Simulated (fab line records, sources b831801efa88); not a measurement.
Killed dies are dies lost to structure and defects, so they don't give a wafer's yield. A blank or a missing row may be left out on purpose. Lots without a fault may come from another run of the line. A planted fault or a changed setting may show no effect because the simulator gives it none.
One fault seen from 2 desks | flow sky130 | each desk has only its own numbers; what lay behind them comes last

THE METROLOGY DESK
What the gauges read, lot by lot, whatever tool the lot ran on: means of the sampled wafers that have a number. A lot is out of limits, marked OUT, if its mean lies more than 4 standard deviations from the usual mean; the brackets give that distance.
Columns: A = VIA2_OVL at SKY_VIA2_OVL_MEAS_13, usual 0 nm; B = VIA2_W_RS at SKY_VIA2_RS_MEAS_22, usual 0.2748 ohm/sq; C = VIA2_W_THK at SKY_VIA2_THK_MEAS_23, usual 423 nm
lot  | first seen here | A   | B      | C
L416 | day 36 19:11    | -3  | 0.2784 | 425
L421 | day 38 04:56    | -4  | 0.2734 | 429
L427 | day 40 03:37    | 5   | 0.2719 | 425
L428 | day 40 09:23    | -11 | 0.2755 | 418
L432 | day 41 16:29    | 6   | 0.2693 | 432
L439 | day 43 12:12    | -5  | 0.2772 | 415
This desk's finding: nothing out of limits on any of the 6 lots.

THE TOOL OWNER'S DESK: pvd_sputter-04
The tool's own readings at SKY_METAL3_SPUTTER_00 (material Ti, target thk 15 nm, time 10 s): means of the sampled wafers that have a number, for each lot that ran on this tool. A lot is out of limits, marked OUT, if its mean lies more than 4 standard deviations from the usual mean; the brackets give that distance.
Columns: A = throttle_valve_pct at SKY_METAL3_SPUTTER_00, usual 29.9 %
lot  | first seen here | A
L416 | day 36 20:38    | 30.6
L427 | day 40 05:31    | 29.6
L432 | day 41 17:58    | 30.0
This desk's finding: nothing out of limits on any of the 3 lots.

PUT TOGETHER
The metrology desk saw nothing out of limits.
The tool owner's desk saw nothing out of limits.

WHAT THE SIMULATOR HAD PUT IN
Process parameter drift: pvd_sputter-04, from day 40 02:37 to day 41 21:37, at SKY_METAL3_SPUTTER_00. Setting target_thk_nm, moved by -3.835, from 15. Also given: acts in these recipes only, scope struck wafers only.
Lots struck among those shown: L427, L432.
